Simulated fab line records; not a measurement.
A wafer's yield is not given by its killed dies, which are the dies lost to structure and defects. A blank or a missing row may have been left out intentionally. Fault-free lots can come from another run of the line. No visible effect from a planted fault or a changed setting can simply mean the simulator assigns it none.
fab line records ; flow sky130
[record] lots = 6; wafers = 17; last_day = 50
route steps=708 shown VIA4@649 METAL5@661
lots that met no fault: taken from a fault-free run of the same line
start_h: the number of hours between the record's first day and the start of the first shown wafer of the lot ; wait_h: hours from the lot's prior step to this one ; " as in the row above ; L1.1+2: a single row standing in for several wafers ; - either no value or no given start ; * or withheld: withheld ; < > ~ a bound
route shown NAME@n: a module of which the file shows steps, and the number in the route of the first ; usual: average and standard deviation across the fault-free wafers ; same: alike in all rows ; chamber/n: place in a boat ; sites: per-site readings ; _std_site: the standard deviation of these ; _edge_site: outer sites' mean less inner sites' ; radius_mm: for every site, how far away it sits from the centre of the wafer ; mask NAME#n: copy n ; behind: the last tool/chamber to shape the wafer ; hold: reason for holding the lot/hours on hold/outcome of the hold ; device: the n, p or np transistor that did not switch ; end of line: tests run on the same wafers once the route is complete ; a step given without rows: its recipe and nothing more ; killed: dies that structure and defects cost at the first sort, which is not the same as the wafer's yield ; map: shows each die of a wafer: x if killed, . if not, _ if none is there
set.NAME: setting as actually run; set.NAME@STEP: the setting as run at that earlier step ; model.NAME: the simulator's own value behind a step, which no gauge read
lots at selected steps of the route; one table per step, one row per wafer
services: from which hour (start_h, from the record's first day; less than 0 if before it) a tool's chamber was out of use, for how many hours, and why
[[steps]]
[step SKY_VIA4_DEVELOP_10]
[recipe] resist = NOVOLAK; developer = TMAH; develop_time_s = 60; dev_temp_c = 23
[step SKY_VIA4_OVL_MEAS_11]
[usual] VIA4_OVL = -0.2/1.1
lot.wafer;tool;chamber;start_h;wait_h;VIA4_OVL[nm]
L204.2;overlay-01;-;1041.60;0.1;-0.2
L204.3;overlay-01;-;1041.60;0.1;-1.1
L204.5;overlay-01;-;1041.60;0.1;0.0
L206.2;overlay-01;-;1055.13;0.1;0.0
L206.3;overlay-01;-;1055.13;0.1;-0.2
L206.5;overlay-01;-;1055.13;0.1;-0.7
L212.1;overlay-01;-;1088.63;0.1;0.7
L212.4;overlay-01;-;1088.63;0.1;-0.6
L212.5;overlay-01;-;1088.63;0.1;-1.8
L214.1;overlay-02;-;1099.39;0.1;0.4
L214.3;overlay-02;-;1099.39;0.1;0.0
L220.1;overlay-02;-;1135.64;0.1;-0.9
L220.2;overlay-02;-;1135.64;0.1;0.5
L220.4;overlay-02;-;1135.64;0.1;-0.8
L224.2;overlay-02;-;1149.65;0.1;-0.8
L224.3;overlay-02;-;1149.65;0.1;-2.0
L224.4;overlay-02;-;1149.65;0.1;-1.3
[step SKY_VIA4_ETCH_12]
[recipe] target = SiO2; chemistry = C4F8/O2/Ar; stop_on = TiN; mask_material = NOVOLAK; source_w = 1500; bias_w = 1200; pressure_mtorr = 40; c4f8_flow_sccm = withheld; O2_flow_sccm = 6; Ar_flow_sccm = 300; time_s = withheld; target_depth_a = 5800
[usual] oes_product_au = 0.925/0.0046; rf_fwd_power_W = 1492/5.4
lot.wafer;tool;chamber;start_h;wait_h;oes_product_au;rf_fwd_power_W
L204.2;rie_diel-04;3;1041.63;0.0;0.928;1490
L204.3;rie_diel-04;0;1041.63;0.0;0.934;1498
L204.5;rie_diel-04;1;1041.63;0.0;0.922;1485
L206.2;rie_diel-02;1;1055.16;0.0;0.932;1493
L206.3;rie_diel-02;0;1055.16;0.0;0.921;1482
L206.5;rie_diel-02;2;1055.16;0.0;0.917;1491
L212.1;rie_diel-04;2;1088.66;0.0;0.928;1497
L212.4;rie_diel-04;3;1088.66;0.0;0.921;1492
L212.5;rie_diel-04;3;1088.66;0.0;0.922;1481
L214.1;rie_diel-02;0;1099.43;0.0;0.927;1487
L214.3;rie_diel-02;3;1099.43;0.0;0.926;1491
L220.1;rie_diel-01;0;1135.68;0.0;0.928;1492
L220.2;rie_diel-01;1;1135.68;0.0;0.932;1486
L220.4;rie_diel-01;2;1135.68;0.0;0.927;1494
L224.2;rie_diel-04;1;1149.68;0.0;0.925;1488
L224.3;rie_diel-04;0;1149.68;0.0;0.933;1498
L224.4;rie_diel-04;2;1149.68;0.0;0.927;1492
[step SKY_VIA4_STRIP_13]
[recipe] chemistry = O2/N2; power_w = 1400; pressure_mtorr = 1500; platen_temp_c = withheld; o2_flow_sccm = 3000; n2_flow_sccm = 300; overash_fraction = 0.5
[usual] drypump_motor_current_A = 5.6/0.52; oes_product_au = 0.710/0.0044; strip_time_to_endpoint_s = 12.803/0.026
lot.wafer;tool;chamber;start_h;wait_h;drypump_motor_current_A;oes_product_au;rf_hours_counter_h;strip_time_to_endpoint_s
L204.2;plasma_asher-01;0;1041.70;-;5.0;0.705;93;12.829
L204.3;plasma_asher-01;1;1041.70;-;5.9;0.714;-;12.841
L204.5;plasma_asher-01;0;1041.70;-;5.0;0.708;-;12.787
L206.2;plasma_asher-01;1;1055.24;-;5.9;0.709;95;12.786
L206.3;plasma_asher-01;0;1055.24;-;4.9;0.720;-;12.771
L206.5;plasma_asher-01;0;1055.24;-;5.0;0.708;-;12.781
L212.1;plasma_asher-02;0;1088.74;-;5.5;0.707;2;12.820
L212.4;plasma_asher-02;1;1088.74;-;5.2;0.711;-;12.789
L212.5;plasma_asher-02;0;1088.74;-;5.5;0.707;-;12.808
L214.1;plasma_asher-02;1;1099.50;-;5.2;0.717;3;12.787
L214.3;plasma_asher-02;1;1099.50;-;5.1;0.709;-;12.786
L220.1;plasma_asher-01;0;1135.75;-;5.0;0.716;103;12.817
L220.2;plasma_asher-01;1;1135.75;-;5.9;0.712;103;12.855
L220.4;plasma_asher-01;1;1135.75;-;5.8;0.713;-;12.824
L224.2;plasma_asher-01;1;1149.75;-;5.8;0.706;104;12.792
L224.3;plasma_asher-01;0;1149.75;-;5.0;0.710;-;12.779
L224.4;plasma_asher-01;1;1149.75;-;5.8;0.715;-;12.820
[step SKY_VIA4_STRIP_14]
[recipe] chemistry = post_etch_residue_remover; time_s = 1200; temp_c = 72.5
[step SKY_VIA4_CLEAN_15]
[recipe] chemistry = IPA; time_s = 180; temp_c = 25
[step SKY_VIA4_CLEAN_16]
[recipe] chemistry = O3/DIW; dry = n2_spin
[step SKY_VIA4_SPUTTER_17]
[recipe] material = TiN; target_thk_nm = 20; chamber_pressure_pa = 5; power_w = 4000; time_s = 80
[usual] cathode_dc_power_W = 4000.0/0.71; throttle_valve_pct = 29.5/0.96
lot.wafer;tool;chamber;start_h;wait_h;cathode_dc_power_W;throttle_valve_pct
L204.2;pvd_sputter-04;-;1042.29;0.0;3999.7;30.7
L204.3;pvd_sputter-04;-;1042.29;0.0;4000.0;28.4
L204.5;pvd_sputter-04;-;1042.29;0.0;3999.8;30.7
L206.2;pvd_sputter-02;-;1055.84;0.0;3999.7;29.1
L206.3;pvd_sputter-02;-;1055.84;0.0;4000.5;30.7
L206.5;pvd_sputter-02;-;1055.84;0.0;3999.3;29.1
L212.1;pvd_sputter-04;-;1089.33;0.0;4000.2;30.1
L212.4;pvd_sputter-04;-;1089.33;0.0;4000.7;30.1
L212.5;pvd_sputter-04;-;1089.33;0.0;4000.7;30.7
L214.1;pvd_sputter-03;-;1100.16;0.0;3998.9;28.3
L214.3;pvd_sputter-03;-;1100.16;0.0;4000.9;28.9
L220.1;pvd_sputter-03;-;1136.38;0.0;4001.0;28.1
L220.2;pvd_sputter-03;-;1136.38;0.0;4000.7;30.6
L220.4;pvd_sputter-03;-;1136.38;0.0;4000.8;30.2
L224.2;pvd_sputter-04;-;1150.41;0.0;3999.6;28.4
L224.3;pvd_sputter-04;-;1150.41;0.0;3999.9;28.3
L224.4;pvd_sputter-04;-;1150.41;0.0;4000.4;30.5
[step SKY_VIA4_CVD_18]
[recipe] material = W; target_thk_nm = 505; time_s = 152.14; temp_c = 400; pressure_torr = 40
[usual] heater_power_w = 856/73
lot.wafer;tool;chamber;start_h;wait_h;heater_power_w
L204.2;cvd_w-02;0;1042.36;0.0;906
L204.3;cvd_w-02;0;1042.36;0.0;902
L204.5;cvd_w-02;1;1042.36;0.0;930
L206.2;cvd_w-01;1;1055.90;0.0;765
L206.3;cvd_w-01;1;1055.90;0.0;734
L206.5;cvd_w-01;1;1055.90;0.0;745
L212.1;cvd_w-01;0;1089.39;0.0;768
L212.4;cvd_w-01;1;1089.39;0.0;761
L212.5;cvd_w-01;0;1089.39;0.0;775
L214.1;cvd_w-01;0;1100.22;0.0;780
L214.3;cvd_w-01;1;1100.22;0.0;759
L220.1;cvd_w-01;1;1136.44;0.0;765
L220.2;cvd_w-01;0;1136.44;0.0;789
L220.4;cvd_w-01;0;1136.44;0.0;765
L224.2;cvd_w-02;0;1150.47;0.0;937
L224.3;cvd_w-02;1;1150.47;0.0;930
L224.4;cvd_w-02;0;1150.47;0.0;894
[step SKY_VIA4_RS_MEAS_19]
[recipe] thk_meas_gauge = four-point-probe; reads = W_of_VIA4_CVD_18+TiN_of_VIA4_SPUTTER_17
[usual] VIA4_W_RS = 0.2270/0.0021
lot.wafer;tool;chamber;start_h;wait_h;VIA4_W_RS[ohm/sq]
L204.2;film_metro-03;-;1042.53;0.1;0.2246
L204.3;film_metro-03;-;1042.53;0.1;0.2253
L204.5;film_metro-03;-;1042.53;0.1;0.2250
L206.2;film_metro-01;-;1056.07;0.1;0.2262
L206.3;film_metro-01;-;1056.07;0.1;0.2283
L206.5;film_metro-01;-;1056.07;0.1;0.2266
L212.1;film_metro-03;-;1089.54;0.1;0.2317
L212.4;film_metro-03;-;1089.54;0.1;0.2275
L212.5;film_metro-03;-;1089.54;0.1;0.2300
L214.1;film_metro-01;-;1100.37;0.1;0.2285
L214.3;film_metro-01;-;1100.37;0.1;0.2262
L220.1;film_metro-01;-;1136.59;0.1;0.2280
L220.2;film_metro-01;-;1136.59;0.1;0.2301
L220.4;film_metro-01;-;1136.59;0.1;0.2293
L224.2;film_metro-04;-;1150.65;0.1;0.2262
L224.3;film_metro-04;-;1150.65;0.1;0.2283
L224.4;film_metro-04;-;1150.65;0.1;0.2257
[step SKY_VIA4_THK_MEAS_20]
[recipe] thk_meas_gauge = xrf; reads = W_of_VIA4_CVD_18
[usual] VIA4_W_THK = 502/7.7
lot.wafer;tool;chamber;start_h;wait_h;VIA4_W_THK[nm]
L204.2;film_metro-03;-;1042.64;0.1;514
L204.3;film_metro-03;-;1042.64;0.1;513
L204.5;film_metro-03;-;1042.64;0.1;511
L206.2;film_metro-01;-;1056.18;0.1;494
L206.3;film_metro-01;-;1056.18;0.1;490
L206.5;film_metro-01;-;1056.18;0.1;497
L212.1;film_metro-03;-;1089.66;0.1;497
L212.4;film_metro-03;-;1089.66;0.1;504
L212.5;film_metro-03;-;1089.66;0.1;498
L214.1;film_metro-01;-;1100.49;0.1;497
L214.3;film_metro-01;-;1100.49;0.1;497
L220.1;film_metro-01;-;1136.71;0.1;490
L220.2;film_metro-01;-;1136.71;0.1;485
L220.4;film_metro-01;-;1136.71;0.1;488
L224.2;film_metro-04;-;1150.76;0.1;505
L224.3;film_metro-04;-;1150.76;0.1;500
L224.4;film_metro-04;-;1150.76;0.1;505
[step SKY_VIA4_CMP_21]
[recipe] stop_on = SiO2; t_overpolish_s = 25; down_force_psi = 3.5; platen_rpm = 60; target_thk_nm = 0; pad_velocity_m_s = 0.94248
[usual] motor_current_A = 10.9/0.84; overpolish_run_s = 24.999/0.0093; platen_rpm = 59.99/0.041; time_to_endpoint_s = 120/3.5
lot.wafer;tool;chamber;start_h;wait_h;motor_current_A;overpolish_run_s;platen_rpm;time_to_endpoint_s
L204.2;cmp-01;1;1042.74;0.1;11.2;25.001;59.97;115
L204.3;cmp-01;2;1042.74;0.1;10.7;24.989;60.13;123
L204.5;cmp-01;1;1042.74;0.1;11.6;25.003;59.93;116
L206.2;cmp-02;1;1056.28;0.1;10.5;24.996;60.03;125
L206.3;cmp-02;3;1056.28;0.1;10.3;25.006;60.05;118
L206.5;cmp-02;1;1056.28;0.1;10.5;24.990;60.02;119
L212.1;cmp-02;2;1089.72;0.1;9.6;25.000;59.98;121
L212.4;cmp-02;3;1089.72;0.1;10.0;24.992;60.04;118
L212.5;cmp-02;3;1089.72;0.1;9.8;25.007;59.89;116
L214.3;cmp-02;2;1100.60;0.1;10.3;24.993;59.99;120
L214.1;cmp-02;3;1100.60;0.1;9.9;24.996;59.93;117
L220.4;cmp-02;3;1136.82;0.1;10.3;25.028;60.03;123
L220.1;cmp-02;0;1136.82;0.1;11.7;25.004;59.98;116
L220.2;cmp-02;1;1136.82;0.1;11.2;25.004;59.96;123
L224.2;cmp-01;0;1150.86;0.1;10.7;25.009;59.97;127
L224.4;cmp-01;1;1150.86;0.1;10.8;25.003;60.01;121
L224.3;cmp-01;2;1150.86;0.1;10.7;25.011;60.03;126
[step SKY_METAL5_SPUTTER_00]
[recipe] material = Ti; target_thk_nm = 15; power_w = 3000; time_s = 10; chamber_pressure_pa = 0.4
[usual] cathode_dc_power_W = 3000.1/0.52; throttle_valve_pct = 30.3/1.1
lot.wafer;tool;chamber;start_h;wait_h;cathode_dc_power_W;throttle_valve_pct;model.Ti_of_METAL5_SPUTTER_00.thk_nm
L204.2;pvd_sputter-02;-;1042.99;0.2;3000.3;29.3;14.77
L204.3;pvd_sputter-02;-;1042.99;0.2;3000.4;29.7;15.09
L204.5;pvd_sputter-02;-;1042.99;0.2;2999.6;30.8;15.15
L206.2;pvd_sputter-01;-;1056.53;0.2;2999.7;31.9;14.82
L206.3;pvd_sputter-01;-;1056.53;0.2;2999.5;31.6;15.09
L206.5;pvd_sputter-01;-;1056.53;0.2;3000.8;31.2;14.73
L212.1;pvd_sputter-02;-;1090.02;0.2;3000.7;29.6;14.62
L212.4;pvd_sputter-02;-;1090.02;0.2;2999.5;30.8;15.23
L212.5;pvd_sputter-02;-;1090.02;0.2;2999.6;29.2;14.31
L214.1;pvd_sputter-02;-;1100.85;0.1;3000.3;29.8;14.36
L214.3;pvd_sputter-02;-;1100.85;0.1;3000.2;29.0;15
L220.1;pvd_sputter-03;-;1137.07;0.1;2999.7;30.7;15.31
L220.2;pvd_sputter-03;-;1137.07;0.1;2999.8;28.8;14.84
L220.4;pvd_sputter-03;-;1137.07;0.1;3000.1;29.7;15.39
L224.2;pvd_sputter-01;-;1151.11;0.2;3000.3;31.2;15.37
L224.3;pvd_sputter-01;-;1151.11;0.2;2999.0;32.0;15.15
L224.4;pvd_sputter-01;-;1151.11;0.2;3000.0;31.3;15.19
[step SKY_METAL5_SPUTTER_01]
[recipe] material = TiN; target_thk_nm = 20; power_w = 6500; time_s = 16.7; chamber_pressure_pa = 0.4
[[services]]
tool;chamber;start_h;hours;kind
pvd_sputter-04;-;1026.40;2.1;repair
cmp-02;-;1036.19;1.2;repair
rie_diel-04;3;1053.67;3.0;repair
plasma_asher-02;-;1055.25;9.0;pm
cmp-01;-;1061.00;2.9;repair
cmp-01;-;1062.38;2.5;repair
rie_diel-02;-;1065.08;0.6;repair
rie_diel-04;-;1071.63;2.8;pm
pvd_sputter-03;-;1072.49;4.3;repair
cvd_w-01;-;1079.09;6.0;pm
plasma_asher-02;-;1080.83;0.9;repair
cmp-02;-;1085.88;0.2;repair
cmp-01;-;1089.50;4.0;pm
rie_diel-04;3;1105.55;-;clean
rie_diel-04;3;1105.55;23.0;scheduled_down
rie_diel-04;3;1105.55;23.0;vent_cycle
cmp-01;-;1107.98;2.6;repair
cvd_w-01;-;1111.09;3.8;pm
pvd_sputter-03;-;1117.44;4.0;repair
plasma_asher-01;-;1122.75;2.4;repair
rie_diel-04;1;1130.31;5.7;repair
pvd_sputter-04;-;1130.77;2.8;repair
rie_diel-01;0;1147.56;1.7;repair
pvd_sputter-03;-;1150.51;2.6;repair
[[key]]
first_sign none at tools or gauges
[model_effect] step = SKY_METAL5_SPUTTER_00; value = Ti_of_METAL5_SPUTTER_00.thk_nm; without = 15.11; struck = 14.43
met_at SKY_METAL5_SPUTTER_00
struck_wafers L212.1,L212.5,L214.1
onset_between 1042.99 1090.02
[fault] kind = process_parameter_drift; tool = pvd_sputter-02; chamber = -; onset_h = 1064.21; steps = SKY_METAL5_SPUTTER_00; channel = time_s; offset = *; shape = step; end_h = 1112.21; scope = struck_wafers_only; acts_in = *; stated = *
